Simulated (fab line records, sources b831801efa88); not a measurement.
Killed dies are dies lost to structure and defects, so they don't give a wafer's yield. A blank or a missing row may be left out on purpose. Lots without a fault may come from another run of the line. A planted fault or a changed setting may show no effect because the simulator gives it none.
Which tool did it? | flow gf180mcu | 13 lots, 39 wafers sampled, at 5 steps of a route of 602

WHAT THE GAUGES READ, wafer by wafer
GF_CONTACT_THK_MEAS_26: measures by xrf. Usual: CONTACT_W_THK 296 nm, standard deviation 4.5.
lot  | measured     | on            | CONTACT_W_THK (nm) | flag
L436 | day 16 16:53 | film_metro-04 | 295 301 295        |
L437 | day 17 06:53 | film_metro-01 | 296 301 291        |
L438 | day 17 16:06 | film_metro-03 | 300 302 293        |
L439 | day 17 23:01 | film_metro-01 | 300 301 299        |
L440 | day 18 04:00 | film_metro-03 | 293 295 294        |
L442 | day 18 20:26 | film_metro-03 | 298 293 291        |
L443 | day 19 12:26 | film_metro-01 | 293 292 298        |
L444 | day 19 18:27 | film_metro-01 | 289 296 296        |
L445 | day 20 03:10 | film_metro-01 | 300 295 295        |
L446 | day 20 15:01 | film_metro-01 | 301 291 299        |
L447 | day 21 06:51 | film_metro-01 | 294 292 293        |
L450 | day 22 06:22 | film_metro-04 | 294 297 303        |
L452 | day 22 17:43 | film_metro-01 | 294 299 299        |

GF_M1_OVL_MEAS_15. Usual: M1_OVL -3 nm, standard deviation 5.1.
lot  | measured     | on         | M1_OVL (nm) | flag
L436 | day 17 16:49 | overlay-02 | 1 -6 0      |
L437 | day 18 05:49 | overlay-01 | 0 -4 -6     |
L438 | day 18 15:36 | overlay-02 | -11 -6 -7   |
L439 | day 18 23:36 | overlay-02 | -3 -1 -2    |
L440 | day 19 04:34 | overlay-02 | 3 -1 -1     |
L442 | day 19 20:31 | overlay-01 | 0 -6 1      |
L443 | day 20 12:30 | overlay-02 | -3 -2 -12   |
L444 | day 20 19:18 | overlay-02 | -6 2 -10    |
L445 | day 21 03:40 | overlay-02 | 1 -8 -7     |
L446 | day 21 15:22 | overlay-02 | -8 -15 -10  |
L447 | day 22 07:08 | overlay-02 | 0 -1 -1     |
L450 | day 23 05:50 | overlay-02 | -11 -3 -5   |
L452 | day 23 17:05 | overlay-02 | -4 -2 0     |

GF_V1_THK_MEAS_03. Usual: V1_CVD_02_THK 849 nm, standard deviation 12.
lot  | measured     | on            | V1_CVD_02_THK (nm) | flag
L436 | day 17 17:43 | film_metro-04 | 838 858 844        |
L437 | day 18 06:43 | film_metro-02 | 877 865 853        |
L438 | day 18 16:31 | film_metro-02 | 851 843 856        |
L439 | day 19 00:29 | film_metro-04 | 815 827 839        |
L440 | day 19 05:28 | film_metro-02 | 839 854 849        |
L442 | day 19 21:24 | film_metro-04 | 843 867 871        |
L443 | day 20 13:40 | film_metro-01 | 822 843 855        |
L444 | day 20 20:35 | film_metro-02 | 851 859 874        |
L445 | day 21 04:34 | film_metro-02 | 834 848 845        |
L446 | day 21 16:15 | film_metro-01 | 859 840 851        |
L447 | day 22 08:07 | film_metro-01 | 844 851 857        |
L450 | day 23 06:43 | film_metro-02 | 821 837 854        |
L452 | day 23 18:02 | film_metro-02 | 835 838 857        |

GF_V1_CD_MEAS_14: target cd 260 nm. Usual: cd_nm 260.1 nm, standard deviation 1.2.
lot  | measured     | on        | cd_nm (nm)        | flag
L436 | day 18 17:01 | cd_sem-02 | 260.1 260.5 260.9 |
L437 | day 19 07:20 | cd_sem-02 | 259.7 260.1 259.5 |
L438 | day 19 16:49 | cd_sem-01 | 259.4 259.8 260.1 |
L439 | day 20 00:39 | cd_sem-02 | 259.5 259.2 259.0 |
L440 | day 20 05:29 | cd_sem-02 | 259.7 259.8 261.5 |
L442 | day 20 21:16 | cd_sem-02 | 259.9 259.7 261.3 |
L443 | day 21 14:07 | cd_sem-01 | 250.3 250.1 251.1 | OFF
L444 | day 21 21:46 | cd_sem-02 | 259.3 259.7 259.9 |
L445 | day 22 04:42 | cd_sem-02 | 258.4 257.4 257.8 |
L446 | day 22 16:13 | cd_sem-01 | 252.7 253.1 253.3 | OFF
L447 | day 23 07:38 | cd_sem-01 | 255.2 255.2 256.0 | OFF
L450 | day 24 05:59 | cd_sem-01 | 260.1 260.4 260.3 |
L452 | day 24 16:56 | cd_sem-01 | 256.3 256.1 257.1 | OFF

WHICH TOOL RAN EACH LOT (tool, then ch and the chambers of the sampled wafers, then the start)
lot  | GF_V1_EXPOSE_11
L436 | krf_scanner-01 ch 0, day 18 05:28
L437 | krf_scanner-01 ch 0, day 18 19:12
L438 | krf_scanner-01 ch 0, day 19 05:02
L439 | krf_scanner-02 ch 0, day 19 12:44
L440 | krf_scanner-01 ch 0, day 19 18:00
L442 | krf_scanner-02 ch 0, day 20 09:35
L443 | krf_scanner-02 ch 0, day 21 02:10
L444 | krf_scanner-01 ch 0, day 21 09:45
L445 | krf_scanner-01 ch 0, day 21 16:53
L446 | krf_scanner-02 ch 0, day 22 04:32
L447 | krf_scanner-02 ch 0, day 22 20:05
L450 | krf_scanner-01 ch 0, day 23 18:37
L452 | krf_scanner-02 ch 0, day 24 06:04
- GF_V1_EXPOSE_11: exposes mask Via1, target cd 260 nm.

WHAT THE TOOLS THEMSELVES READ (means of the sampled wafers that have a number; where no wafer has one, the mark that the record gives instead)
GF_V1_EXPOSE_11. Usual: exposure_dose_mJ_cm2 37.95, standard deviation 0.04; stage_vel_mm_s 499.98 mm/s, standard deviation 0.25.
lot  | tool           | exposure_dose_mJ_cm2 | stage_vel_mm_s (mm/s) | flag
L436 | krf_scanner-01 | 37.97                | 500.05                |
L437 | krf_scanner-01 | 37.98                | 499.90                |
L438 | krf_scanner-01 | 37.94                | 500.16                |
L439 | krf_scanner-02 | 37.92                | 500.07                |
L440 | krf_scanner-01 | 37.96                | 500.11                |
L442 | krf_scanner-02 | 37.91                | 499.78                |
L443 | krf_scanner-02 | 35.84                | 499.83                | OFF
L444 | krf_scanner-01 | 37.92                | 499.91                |
L445 | krf_scanner-01 | 37.98                | 500.03                |
L446 | krf_scanner-02 | 36.27                | 500.26                | OFF
L447 | krf_scanner-02 | 36.65                | 499.76                | OFF
L450 | krf_scanner-01 | 37.89                | 499.87                |
L452 | krf_scanner-02 | 36.91                | 500.16                | OFF

THE ANSWER, worked out from the rows above alone
Rule: a lot is off if the mean of its wafers that have a number lies more than 3 standard deviations from the usual mean. A lot without any number at a reading at which 4 lots or more have one is off too. The other lots that the step has rows for count as sound. The gauges are gone through in route order, then the tools' own readings, and for those a lot's mean is taken as printed above. The first step at which some lot is off is used, and at that step the reading that is off furthest; a lot without a number counts as furthest.
Off: L443, L446, L447, L452, at GF_V1_CD_MEAS_14 (cd_nm).
A tool fits if, at a process step before that reading, it ran every lot that is off, and no sound lot after the first of them. The gauges at GF_V1_CD_MEAS_14 aren't tried: what is off there is off at GF_V1_EXPOSE_11 too, on other tools, and a gauge's error can't cause that. One fits: krf_scanner-02 at GF_V1_EXPOSE_11. Its last sound lot is L442 (day 20 09:35), its first lot that is off L443 (day 21 02:10): a fault that began between those two fits.
The tool's own readings at GF_V1_EXPOSE_11 bear it out: on the lots that are off they differ by more than 5 times the standard deviation of the sound lots' means. exposure_dose_mJ_cm2 reads 36.42 there against 37.94 on the sound lots.

WHAT THE SIMULATOR HAD PUT IN
Process parameter drift: krf_scanner-02, from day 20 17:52 on, at GF_V1_EXPOSE_11. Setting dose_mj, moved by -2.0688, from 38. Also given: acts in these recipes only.
Lots struck among those shown: L443, L446, L447, L452. The rule above found the same.
